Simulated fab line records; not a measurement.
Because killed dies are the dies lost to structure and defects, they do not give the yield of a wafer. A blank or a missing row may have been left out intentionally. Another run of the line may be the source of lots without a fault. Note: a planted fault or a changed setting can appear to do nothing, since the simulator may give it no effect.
fab line records	flow sfq-line
record lots=5	wafers=23
route steps=325 shown M4@149 I4@174 JJ@186 R5@217 I5@233 M6@255 I6@273
start-h: hours from the record's opening day to when the first of the lot's shown wafers began	wait-h: time in hours since the lot's previous step	" identical to the entry in the row above	L1.1+2: a single row standing in for several wafers	- either no value or no given start	* or withheld: withheld	< > ~ a bound
route shown NAME@n: a module of which the file shows steps, and the number in the route of the first	usual: average and standard deviation across the fault-free wafers	same: alike in all rows	chamber/n: place in a boat	sites: the reading at each site	_std_site: their standard deviation	_edge_site: the outer-site mean with the inner-site mean subtracted	radius-mm: how far each site lies from the wafer's centre	mask NAME#n: copy n	behind: the most recent tool/chamber to have shaped the wafer	hold: the reason the lot was held/the length of the hold in hours/how it ended	device: whichever transistor did not switch (one of n, p or np)	end of line: at the end of the route, the tests of the same wafers	step lacking rows: just its recipe	killed: dies lost to structure and defects at the first sort, not the wafer's yield	map: per-die view of a wafer (x killed, . not killed, _ where there is no die)
set.NAME: the setting the step ran with; set.NAME@STEP: the setting that earlier step ran with	model.NAME: the simulator's own value behind a step, which no gauge read
lots whose settings were changed on purpose; a table a step, a row a wafer
## steps
# step SFQ_TRILAYER_M4_DEP_SPUTTER_091
# recipe material=Nb	base-pressure-pa=1.33e-06	chamber-pressure-pa=0.1333	substrate-temp-c=20	resputter-cathode-voltage-v=400	target-thk-nm=200	power-w=2000	time-s=133.3
lot.wafer	tool	chamber	start-h	wait-h	set.power-w	model.Nb_of_TRILAYER_M4_DEP_SPUTTER_091.thk-nm
L075.2	pvd-sputter-03	-	925.76	0.0	2000	199
L075.3	"	-	"	"	2183	216
L075.4	"	-	"	"	2183	217.5
L075.5	"	-	"	"	2183	216.9
L075.6	"	-	"	"	2000	198.2
L076.1	pvd-sputter-03	-	938.96	0.0	2000	200.3
L076.2	"	-	"	"	2000	201.3
L076.3	"	-	"	"	2000	200.5
L076.4	"	-	"	"	2000	199.5
L076.5	"	-	"	"	2000	201.8
L080.1	pvd-sputter-06	-	983.01	0.0	2000	202.2
L080.2	"	-	"	"	2195	221.6
L080.3	"	-	"	"	2000	203.4
L080.4	"	-	"	"	2195	222.7
L080.5	"	-	"	"	2000	203.2
L082.1	pvd-sputter-05	-	989.80	5.0	1771	176.5
L082.3	"	-	"	"	1771	174.2
L082.4	"	-	"	"	2000	197.2
L082.5	"	-	"	"	1771	175.6
L082.6	"	-	"	"	2000	199.1
L085.1	pvd-sputter-03	-	1016.73	0.0	2000	200.2
L085.2	"	-	"	"	2000	198.4
L085.6	"	-	"	"	2000	201.3
# step SFQ_M4_RS_MEAS_924
# recipe thk-meas-gauge=four-point-probe	reads=Nb_of_TRILAYER_M4_DEP_SPUTTER_091
# usual M4_NB_RS=0.886/0.01
lot.wafer	tool	chamber	start-h	wait-h	set.power-w@TRILAYER_M4_DEP_SPUTTER_091	M4_NB_RS[ohm/sq]
L075.2	film-metro-01	-	925.87	0.1	2000	0.896
L075.3	"	-	"	"	2183	0.823
L075.4	"	-	"	"	2183	0.817
L075.5	"	-	"	"	2183	0.819
L075.6	"	-	"	"	2000	0.898
L076.1	film-metro-01	-	939.05	0.0	2000	0.889
L076.2	"	-	"	"	2000	0.883
L076.3	"	-	"	"	2000	0.888
L076.4	"	-	"	"	2000	0.892
L076.5	"	-	"	"	2000	0.880
L080.1	film-metro-03	-	983.10	0.0	2000	0.880
L080.2	"	-	"	"	2195	0.804
L080.3	"	-	"	"	2000	0.875
L080.4	"	-	"	"	2195	0.797
L080.5	"	-	"	"	2000	0.873
L082.1	film-metro-03	-	989.89	0.0	1771	1.007
L082.3	"	-	"	"	1771	1.021
L082.4	"	-	"	"	2000	0.903
L082.5	"	-	"	"	1771	1.012
L082.6	"	-	"	"	2000	0.894
L085.1	film-metro-04	-	1016.82	0.0	2000	0.889
L085.2	"	-	"	"	2000	0.896
L085.6	"	-	"	"	2000	0.883
# step SFQ_TRILAYER_M4_LITHO_COAT_093
# recipe resist=KrF	spin-rpm=3000	resist-thk-nm=600
lot.wafer	tool	chamber	start-h	wait-h	set.resist-thk-nm	model.KrF_of_TRILAYER_M4_LITHO_COAT_093.thk-nm
L075.2	litho-track-02	0	926.38	0.2	616.6	618.5
L075.3+4	"	0	"	"	600	-
L075.5	"	0	"	"	616.6	-
L075.6	"	0	"	"	616.6	617.7
L076.1	litho-track-02	0	939.53	0.2	630.5	632.3
L076.2	"	0	"	"	600	601.2
L076.3	"	0	"	"	630.5	632.7
L076.4	"	0	"	"	630.5	631.3
L076.5	"	0	"	"	600	601.6
L080.1	litho-track-03	0	983.58	0.2	600	601.2
L080.2+4	"	0	"	"	600	-
L080.3	"	0	"	"	600	599.7
L080.5	"	0	"	"	600	598.4
L082.1	litho-track-03	0	990.37	0.2	600	-
L082.3+5	"	0	"	"	573.3	-
L082.4	"	0	"	"	600	601.8
L082.6	"	0	"	"	573.3	575.4
L085.1	litho-track-02	0	1017.30	0.2	600	601.9
L085.2	"	0	"	"	600	602.4
L085.6	"	0	"	"	600	601
# step SFQ_TRILAYER_M4_ETCH_METAL_ETCH_096
# recipe target=Nb	stop-on=SiO2	mask-material=PR	chemistry=Cl2/Ar	target-depth-nm=240	icp-w=600	bias-w=80	pressure-mtorr=10	time-s=120
lot.wafer	tool	chamber	start-h	wait-h	set.time-s	set.resist-thk-nm@TRILAYER_M4_LITHO_COAT_093	model.KrF_of_TRILAYER_M4_LITHO_COAT_093.thk-nm
L075.2	rie-metal-03	1	1053.49	0.0	127.2	616.6	393.3
L075.3	"	1	"	"	120	600	-
L075.4	"	0	"	"	127.2	600	-
L075.5	"	1	"	"	127.2	616.6	-
L075.6	"	0	"	"	120	616.6	398.3
L076.1	rie-metal-01	1	1070.29	0.0	120	630.5	412.2
L076.2	"	0	"	"	120	600	383
L076.3	"	1	"	"	108.9	630.5	425.7
L076.4	"	0	"	"	108.9	630.5	425.3
L076.5	"	0	"	"	120	600	383.5
L080.1	rie-metal-04	0	1129.98	0.0	120	600	380.1
L080.2	"	1	"	"	120	600	-
L080.3	"	0	"	"	120	600	378.2
L080.4	"	1	"	"	105	600	-
L080.5	"	0	"	"	105	600	394.8
L082.1	rie-metal-03	1	1140.78	0.0	120	600	-
L082.3	"	1	"	"	134.2	573.3	-
L082.4	"	0	"	"	134.2	600	366.5
L082.5	"	0	"	"	120	573.3	-
L082.6	"	1	"	"	134.2	573.3	342.8
L085.1	rie-metal-01	1	1144.51	0.0	120	600	382.1
L085.2	"	0	"	"	120	600	385.2
L085.6	"	0	"	"	120	600	384.5
# step SFQ_TRILAYER_I4_VIA_BARC_OPEN_VIA_ETCH_146
# recipe mask-material=PR	chemistry=O2	target-depth-nm=125	target=BARC	source-w=500	bias-w=80	pressure-mtorr=30	time-s=41.7
lot.wafer	tool	chamber	start-h	wait-h	set.time-s	model.KrF_of_TRILAYER_I4_VIA_LITHO_COAT_103.thk-nm
L075.2	rie-diel-03	1	1206.75	0.0	41.7	577.4
L075.3	"	0	"	"	41.7	579.1
L075.4	"	2	"	"	41.7	577
L075.5	"	1	"	"	41.7	577.9
L075.6	"	2	"	"	41.7	577.2
L076.1	rie-diel-03	2	1221.07	0.0	47.67	566.9
L076.2	"	0	"	"	41.7	573.9
L076.3	"	3	"	"	47.67	564.9
L076.4	"	1	"	"	41.7	572.2
L076.5	"	2	"	"	47.67	568
L080.1	rie-diel-03	1	1271.59	0.0	41.7	571.6
L080.2	"	0	"	"	45.35	566.5
L080.3	"	3	"	"	45.35	566.1
L080.4	"	2	"	"	41.7	570.4
L080.5	"	3	"	"	41.7	570.9
L082.1	rie-diel-03	2	1284.79	0.0	38.12	578.4
L082.3	"	1	"	"	38.12	578.1
L082.4	"	3	"	"	38.12	577.9
L082.5	"	3	"	"	41.7	574.8
L082.6	"	2	"	"	41.7	573.5
L085.1	rie-diel-01	1	1295.59	0.0	41.7	570.8
L085.2	"	2	"	"	41.7	570.7
L085.6	"	1	"	"	41.7	572.1
# step SFQ_TRILAYER_I4_VIA_ETCH_VIA_ETCH_106
# recipe target=SiO2	stop-on=Nb	mask-material=PR	taper-deg=20	chemistry=CHF3	target-depth-nm=260	source-w=500	bias-w=80	pressure-mtorr=30	time-s=withheld
lot.wafer	tool	chamber	start-h	wait-h	set.time-s@TRILAYER_I4_VIA_BARC_OPEN_VIA_ETCH_146	model.KrF_of_TRILAYER_I4_VIA_LITHO_COAT_103.thk-nm
L075.2	rie-diel-03	1	1206.79	0.0	*	533
L075.3	"	0	"	"	*	534.7
L075.4+6	"	2	"	"	*	532.4
L075.5	"	1	"	"	*	533.2
L076.1	rie-diel-03	2	1221.11	0.0	*	522.5
L076.2	"	0	"	"	*	528.9
L076.3	"	3	"	"	*	520.4
L076.4	"	1	"	"	*	527.3
L076.5	"	2	"	"	*	523.4
L080.1	rie-diel-03	1	1271.63	0.0	*	526.8
L080.2	"	0	"	"	*	521.5
L080.3	"	3	"	"	*	521.1
L080.4	"	2	"	"	*	525.8
L080.5	"	3	"	"	*	525.4
L082.1	rie-diel-03	2	1284.83	0.0	*	533.2
L082.3	"	1	"	"	*	532.9
L082.4	"	3	"	"	*	532.5
L082.5	"	3	"	"	*	529.2
L082.6	"	2	"	"	*	528.5
L085.1	rie-diel-01	1	1295.63	0.0	*	526.4
L085.2	"	2	"	"	*	525.7
L085.6	"	1	"	"	*	527.2
# step SFQ_TRILAYER_JJ_CE_LITHO_COAT_114
# recipe resist=KrF	spin-rpm=3000	resist-thk-nm=600
lot.wafer	tool	chamber	start-h	wait-h	set.spin-rpm	model.KrF_of_TRILAYER_JJ_CE_LITHO_COAT_114.thk-nm
L075.2	litho-track-02	0	1209.41	0.2	3000	605.4
L075.3	"	0	"	"	3000	603.8
L075.4	"	0	"	"	3000	602
L075.5	"	0	"	"	3000	603.4
L075.6	"	0	"	"	3000	603
L076.1	litho-track-03	0	1223.68	0.2	3073	595.6
L076.2	"	0	"	"	3000	603.7
L076.3	"	0	"	"	3073	595.1
L076.4	"	0	"	"	3000	602.8
L076.5	"	0	"	"	3000	602.4
L080.1	litho-track-02	0	1274.23	0.2	3000	601.9
L080.2	"	0	"	"	3204	585.1
L080.3	"	0	"	"	3204	582.6
L080.4	"	0	"	"	3000	603.6
L080.5	"	0	"	"	3204	582.3
L082.1	litho-track-04	0	1287.42	0.2	3000	599.1
L082.3+4	"	0	"	"	2785	619.7
L082.5	"	0	"	"	3000	600.2
L082.6	"	0	"	"	3000	599.7
L085.1	litho-track-04	0	1298.20	0.2	3000	599
L085.2	"	0	"	"	3000	600
L085.6	"	0	"	"	3000	598.6
# step SFQ_TRILAYER_JJ_CE_ETCH_RIE_118
# recipe target=Nb	stop-on=Al2O3	mask-material=PR	taper-deg=13.257	over-etch-frac=0.15	time-s=97.7	chemistry=SF6	target-depth-nm=170	icp-w=600	bias-w=80	pressure-mtorr=10
lot.wafer	tool	chamber	start-h	wait-h	set.icp-w	set.spin-rpm@TRILAYER_JJ_CE_LITHO_COAT_114	model.KrF_of_TRILAYER_JJ_CE_LITHO_COAT_114.thk-nm
L075.2	rie-metal-02	1	1340.57	0.1	600	3000	482.6
L075.3	"	0	"	"	600	3000	480.9
L075.4	"	1	"	"	600	3000	479.7
L075.5	"	1	"	"	600	3000	480.7
L075.6	"	0	"	"	600	3000	478.9
L076.1	rie-metal-04	0	1352.88	0.1	540.6	3073	481.2
L076.2	"	1	"	"	600	3000	481.4
L076.3	"	1	"	"	600	3073	472.5
L076.4	"	0	"	"	540.6	3000	488.4
L076.5	"	1	"	"	600	3000	480
L080.1	rie-metal-01	1	1393.81	0.1	600	3000	479
L080.2	"	0	"	"	668.4	3204	452.6
L080.3	"	0	"	"	668.4	3204	450.4
L080.4	"	1	"	"	668.4	3000	470.4
L080.5	"	1	"	"	600	3204	458.7
L082.1	rie-metal-01	1	1407.01	0.1	600	3000	475.6
L082.3	"	0	"	"	600	2785	496.2
L082.4	"	1	"	"	669.5	2785	486.9
L082.5	"	1	"	"	669.5	3000	467
L082.6	"	0	"	"	669.5	3000	466
L085.1	rie-metal-04	1	1417.62	0.1	600	3000	474.8
L085.2	"	0	"	"	600	3000	476.2
L085.6	"	0	"	"	600	3000	475.7
# step SFQ_TRILAYER_R5_LITHO_COAT_141
# recipe resist=BARC	spin-rpm=3000	resist-thk-nm=62
lot.wafer	tool	chamber	start-h	wait-h	set.resist-thk-nm	model.BARC_of_TRILAYER_R5_LITHO_COAT_141.thk-nm
L075.2	litho-track-02	0	1496.91	0.1	62	62.25
L075.3	"	0	"	"	62	62.21
L075.4	"	0	"	"	62	62.13
L075.5	"	0	"	"	62	61.97
L075.6	"	0	"	"	62	62.07
L076.1	litho-track-02	0	1505.86	0.1	59.48	59.62
L076.2	"	0	"	"	59.48	59.63
L076.3	"	0	"	"	62	62.31
L076.4	"	0	"	"	62	62.42
L076.5	"	0	"	"	59.48	59.7
L080.1	litho-track-02	0	1538.84	0.1	62	62.17
L080.2	"	0	"	"	62	62.32
L080.3	"	0	"	"	59.61	59.87
L080.4	"	0	"	"	62	62.24
L080.5	"	0	"	"	59.61	59.73
L082.1	litho-track-01	0	1550.86	0.1	62	61.91
L082.3	"	0	"	"	62	61.82
L082.4	"	0	"	"	62	61.83
L082.5	"	0	"	"	62	61.85
L082.6	"	0	"	"	62	62.04
L085.1	litho-track-02	0	1559.84	0.1	62	62.55
L085.2	"	0	"	"	62	62.5
L085.6	"	0	"	"	62	62.26
# step SFQ_TRILAYER_R5_LITHO_COAT_136
# recipe resist=KrF	spin-rpm=3000	resist-thk-nm=600
lot.wafer	tool	chamber	start-h	wait-h	set.resist-thk-nm
L075.2+3+4+5+6	litho-track-02	0	1497.21	0.2	600
L076.1+2+3+4+5	litho-track-02	0	1506.16	0.2	600
L080.1+2+3+4+5	litho-track-02	0	1539.14	0.2	600
L082.1+5	litho-track-01	0	1551.16	0.2	600
L082.3+4+6	"	0	"	"	616.5
L085.1+2+6	litho-track-02	0	1560.14	0.2	600
# step SFQ_TRILAYER_I5_LITHO_PEB_147
# recipe peb-temp-c=115	peb-time-s=60	resist=KrF
lot.wafer	tool	chamber	start-h	wait-h	set.peb-time-s
L075.2+4	litho-track-04	0	1512.47	0.8	64.89
L075.3+5+6	"	0	"	"	60
L076.1+2+3+4+5	litho-track-04	0	1524.45	1.0	60
L080.1+2+3+4+5	litho-track-04	0	1569.22	1.0	60
L082.1+3+5	litho-track-04	0	1582.42	1.0	54.04
L082.4+6	"	0	"	"	60
L085.1+2+6	litho-track-04	0	1593.22	1.0	60
# step SFQ_TRILAYER_I5_LITHO_DEVELOP_146
# recipe time-s=60	resist=KrF
# step SFQ_TRILAYER_I5_BARC_OPEN_VIA_ETCH_200
# recipe mask-material=PR	chemistry=O2	target-depth-nm=125	target=BARC	source-w=500	bias-w=80	pressure-mtorr=30	time-s=41.7
lot.wafer	tool	chamber	start-h	wait-h	set.peb-time-s@TRILAYER_I5_LITHO_PEB_147	model.I5.cd-nm
L075.2	rie-diel-02	2	1512.79	0.0	64.89	710.6
L075.3	"	0	"	"	60	699.3
L075.4	"	3	"	"	64.89	708.8
L075.5	"	3	"	"	60	698.6
L075.6	"	0	"	"	60	698.4
L076.1	rie-diel-01	1	1524.79	0.0	60	701.6
L076.2	"	0	"	"	60	702.3
L076.3	"	3	"	"	60	702.1
L076.4	"	2	"	"	60	700.9
L076.5	"	3	"	"	60	701.3
L080.1	rie-diel-02	3	1569.56	0.0	60	701
L080.2+4+5	"	0,1,2	"	"	60	701.3
L080.3	"	2	"	"	60	701.2
L082.1	rie-diel-01	3	1582.76	0.0	54.04	682.4
L082.3	"	0	"	"	54.04	684.2
L082.4	"	2	"	"	60	697
L082.5	"	3	"	"	54.04	683
L082.6	"	0	"	"	60	699.1
L085.1	rie-diel-02	3	1593.56	0.0	60	699.1
L085.2	"	2	"	"	60	699.6
L085.6	"	3	"	"	60	699.3
# step SFQ_TRILAYER_I5_ETCH_VIA_ETCH_147
# recipe stop-on=Nb	mask-material=PR	chemistry=CHF3	target-depth-nm=360	source-w=500	bias-w=80	pressure-mtorr=30	time-s=withheld
lot.wafer	tool	chamber	start-h	wait-h	set.source-w	set.resist-thk-nm@TRILAYER_R5_LITHO_COAT_136	set.peb-time-s@TRILAYER_I5_LITHO_PEB_147	model.I5.feature-depth-nm	model.I5.cd-nm
L075.2	rie-diel-02	2	1512.82	0.0	500	600	*	358.7	712.5
L075.3	"	0	"	"	500	600	*	359.6	699.4
L075.4	"	3	"	"	500	600	*	359.4	708.4
L075.5	"	3	"	"	500	600	*	359.7	697.8
L075.6	"	0	"	"	500	600	*	360	698.2
L076.1	rie-diel-01	1	1524.82	0.0	500	600	*	360	701.9
L076.2	"	0	"	"	500	600	*	360	702.1
L076.3	"	3	"	"	500	600	*	360	701.1
L076.4	"	2	"	"	500	600	*	359	699.8
L076.5	"	3	"	"	500	600	*	360	700
L080.1	rie-diel-02	3	1569.60	0.0	500	600	*	360	701.5
L080.2	"	0	"	"	500	600	*	360	703.1
L080.3	"	2	"	"	500	600	*	360	702.6
L080.4	"	1	"	"	500	600	*	360	700.6
L080.5	"	2	"	"	500	600	*	360	701.3
L082.1	rie-diel-01	3	1582.80	0.0	445.6	600	*	349.4	681.7
L082.3	"	0	"	"	500	616.5	*	352.2	685.4
L082.4	"	2	"	"	445.6	616.5	*	342	696.4
L082.5	"	3	"	"	500	600	*	360	681
L082.6	"	0	"	"	445.6	616.5	*	338.4	700
L085.1	rie-diel-02	3	1593.60	0.0	500	600	*	356.8	698.3
L085.2	"	2	"	"	500	600	*	353.8	700.8
L085.6	"	3	"	"	500	600	*	355.6	698.5
# step SFQ_TRILAYER_M6_LITHO_COAT_164
# recipe resist=BARC	spin-rpm=3000	resist-thk-nm=62
lot.wafer	tool	chamber	start-h	wait-h	set.spin-rpm	model.BARC_of_TRILAYER_M6_LITHO_COAT_164.thk-nm
L075.2	litho-track-03	0	1525.00	0.1	3162	60.55
L075.3	"	0	"	"	3162	60.4
L075.4	"	0	"	"	3000	62.11
L075.5	"	0	"	"	3000	62.09
L075.6	"	0	"	"	3000	62.1
L076.1	litho-track-01	0	1538.56	0.1	3064	61.46
L076.2	"	0	"	"	3000	62.09
L076.3	"	0	"	"	3064	61.48
L076.4	"	0	"	"	3000	62.15
L076.5	"	0	"	"	3064	61.16
L080.1	litho-track-01	0	1585.72	0.1	3000	61.92
L080.2+3	"	0	"	"	3000	61.9
L080.4	"	0	"	"	3209	60.06
L080.5	"	0	"	"	3209	59.86
L082.1	litho-track-04	0	1602.67	0.1	3000	62.22
L082.3+4+6	"	0	"	"	3000	62.18
L082.5	"	0	"	"	3000	62.34
L085.1	litho-track-04	0	1618.27	0.1	3000	61.96
L085.2	"	0	"	"	3000	61.88
L085.6	"	0	"	"	3000	62.05
# step SFQ_TRILAYER_M6_LITHO_COAT_159
# recipe resist=KrF	spin-rpm=3000	resist-thk-nm=600
# step SFQ_TRILAYER_M6_LITHO_SOFTBAKE_163
# recipe temp-c=withheld	time-s=withheld	resist=KrF
# step SFQ_TRILAYER_M6_LITHO_DEVELOP_161
# recipe time-s=60	resist=KrF
# step SFQ_TRILAYER_M6_BARC_OPEN_METAL_ETCH_206
# recipe mask-material=PR	chemistry=O2	target-depth-nm=125	target=BARC	icp-w=600	bias-w=80	pressure-mtorr=10	time-s=41.7
lot.wafer	tool	chamber	start-h	wait-h	set.spin-rpm@TRILAYER_M6_LITHO_COAT_164	model.etch.depth-nm
L075.2	rie-metal-03	0	1536.20	0.0	3162	60.55
L075.3	"	1	"	"	3162	-
L075.4+5	"	0,1	"	"	3000	-
L075.6	"	0	"	"	3000	62.1
L076.1	rie-metal-04	0	1549.40	0.0	3064	61.46
L076.2	"	1	"	"	3000	62.09
L076.3	"	0	"	"	3064	61.48
L076.4	"	1	"	"	3000	62.15
L076.5	"	1	"	"	3064	61.16
L080.1+2	rie-metal-03	0,1	1603.91	0.0	3000	-
L080.3	"	1	"	"	3000	61.9
L080.4+5	"	0,1	"	"	3209	-
L082.1+3+5	rie-metal-02	1,0,1	1621.91	0.0	3000	-
L082.4+6	"	1,0	"	"	3000	62.18
L085.1	rie-metal-03	0	1639.91	0.0	3000	61.96
L085.2	"	1	"	"	3000	61.88
L085.6	"	1	"	"	3000	62.05
# step SFQ_TRILAYER_I6_VIA_LITHO_EXPOSE_170
# recipe mask-id=I6	na=0.6	source-shape=conventional	sigma-outer=0.65	target-cd-nm=700	dose-mj=21.3
lot.wafer	tool	chamber	start-h	wait-h	mask	set.dose-mj
L075.2+3+5	krf-scanner-02	0	1651.59	-	I6#0	21.82
L075.4+6	"	0	"	"	I6#0	21.3
L076.1+2+3+4+5	krf-scanner-02	0	1672.99	-	I6#0	21.3
L080.1+2+5	krf-scanner-02	0	1717.19	-	I6#0	21.99
L080.3+4	"	0	"	"	I6#0	21.3
L082.1+5+6	krf-scanner-02	0	1738.34	-	I6#0	21.3
L082.3+4	"	0	"	"	I6#0	20.89
L085.1+2+6	krf-scanner-02	0	1751.54	-	I6#0	21.3
## key
split step=SFQ_TRILAYER_M4_DEP_SPUTTER_091	setting=power-w	stated=2000	by=wafer
response step=SFQ_TRILAYER_M4_DEP_SPUTTER_091	reading=model.Nb_of_TRILAYER_M4_DEP_SPUTTER_091.thk-nm	change=+1.98	per=1%	r=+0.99
response step=SFQ_M4_RS_MEAS_924	reading=M4_NB_RS	change=-0.00889	per=1%	r=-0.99
split step=SFQ_TRILAYER_M4_LITHO_COAT_093	setting=resist-thk-nm	stated=600	by=wafer
response step=SFQ_TRILAYER_M4_LITHO_COAT_093	reading=model.KrF_of_TRILAYER_M4_LITHO_COAT_093.thk-nm	change=+6.02	per=1%	r=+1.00
response step=SFQ_TRILAYER_M4_ETCH_METAL_ETCH_096	reading=model.KrF_of_TRILAYER_M4_LITHO_COAT_093.thk-nm	change=+6.93	per=1%	r=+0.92
split step=SFQ_TRILAYER_M4_ETCH_METAL_ETCH_096	setting=time-s	stated=120	by=wafer
response step=SFQ_TRILAYER_M4_ETCH_METAL_ETCH_096	reading=model.KrF_of_TRILAYER_M4_LITHO_COAT_093.thk-nm	slope=-1.3	per=1%	together-with=resist-thk-nm@TRILAYER_M4_LITHO_COAT_093	explained=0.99
split step=SFQ_TRILAYER_I4_VIA_BARC_OPEN_VIA_ETCH_146	setting=time-s	stated=41.7	by=wafer
response step=SFQ_TRILAYER_I4_VIA_BARC_OPEN_VIA_ETCH_146	reading=model.KrF_of_TRILAYER_I4_VIA_LITHO_COAT_103.thk-nm	change=-0.472	per=1%	r=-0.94
response step=SFQ_TRILAYER_I4_VIA_ETCH_VIA_ETCH_106	reading=model.KrF_of_TRILAYER_I4_VIA_LITHO_COAT_103.thk-nm	change=-0.453	per=1%	r=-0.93
split step=SFQ_TRILAYER_JJ_CE_LITHO_COAT_114	setting=spin-rpm	stated=3000	by=wafer
response step=SFQ_TRILAYER_JJ_CE_LITHO_COAT_114	reading=model.KrF_of_TRILAYER_JJ_CE_LITHO_COAT_114.thk-nm	change=-2.84	per=1%	r=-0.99
response step=SFQ_TRILAYER_JJ_CE_ETCH_RIE_118	reading=model.KrF_of_TRILAYER_JJ_CE_LITHO_COAT_114.thk-nm	change=-3.04	per=1%	r=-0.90
split step=SFQ_TRILAYER_JJ_CE_ETCH_RIE_118	setting=icp-w	stated=600	by=wafer
response step=SFQ_TRILAYER_JJ_CE_ETCH_RIE_118	reading=model.KrF_of_TRILAYER_JJ_CE_LITHO_COAT_114.thk-nm	slope=-0.758	per=1%	together-with=spin-rpm@TRILAYER_JJ_CE_LITHO_COAT_114	explained=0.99
split step=SFQ_TRILAYER_R5_LITHO_COAT_141	setting=resist-thk-nm	stated=62	by=wafer
response step=SFQ_TRILAYER_R5_LITHO_COAT_141	reading=model.BARC_of_TRILAYER_R5_LITHO_COAT_141.thk-nm	change=+0.652	per=1%	r=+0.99
split step=SFQ_TRILAYER_R5_LITHO_COAT_136	setting=resist-thk-nm	stated=600	by=wafer
response step=SFQ_TRILAYER_I5_ETCH_VIA_ETCH_147	reading=model.I5.feature-depth-nm	slope=-3.11	per=1%	together-with=source-w@TRILAYER_I5_ETCH_VIA_ETCH_147	explained=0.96
split step=SFQ_TRILAYER_I5_LITHO_PEB_147	setting=peb-time-s	stated=60	by=wafer
response step=SFQ_TRILAYER_I5_BARC_OPEN_VIA_ETCH_200	reading=model.I5.cd-nm	change=+1.43	per=1%	r=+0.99
response step=SFQ_TRILAYER_I5_ETCH_VIA_ETCH_147	reading=model.I5.cd-nm	change=+1.52	per=1%	r=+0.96
split step=SFQ_TRILAYER_I5_ETCH_VIA_ETCH_147	setting=source-w	stated=500	by=wafer
response step=SFQ_TRILAYER_I5_ETCH_VIA_ETCH_147	reading=model.I5.feature-depth-nm	slope=+1.05	per=1%	together-with=resist-thk-nm@TRILAYER_R5_LITHO_COAT_136	explained=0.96
split step=SFQ_TRILAYER_M6_LITHO_COAT_164	setting=spin-rpm	stated=3000	by=wafer
response step=SFQ_TRILAYER_M6_LITHO_COAT_164	reading=model.BARC_of_TRILAYER_M6_LITHO_COAT_164.thk-nm	change=-0.291	per=1%	r=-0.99
response step=SFQ_TRILAYER_M6_BARC_OPEN_METAL_ETCH_206	reading=model.etch.depth-nm	change=-0.305	per=1%	r=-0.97
split step=SFQ_TRILAYER_I6_VIA_LITHO_EXPOSE_170	setting=dose-mj	stated=21.3	by=wafer
response none in this file
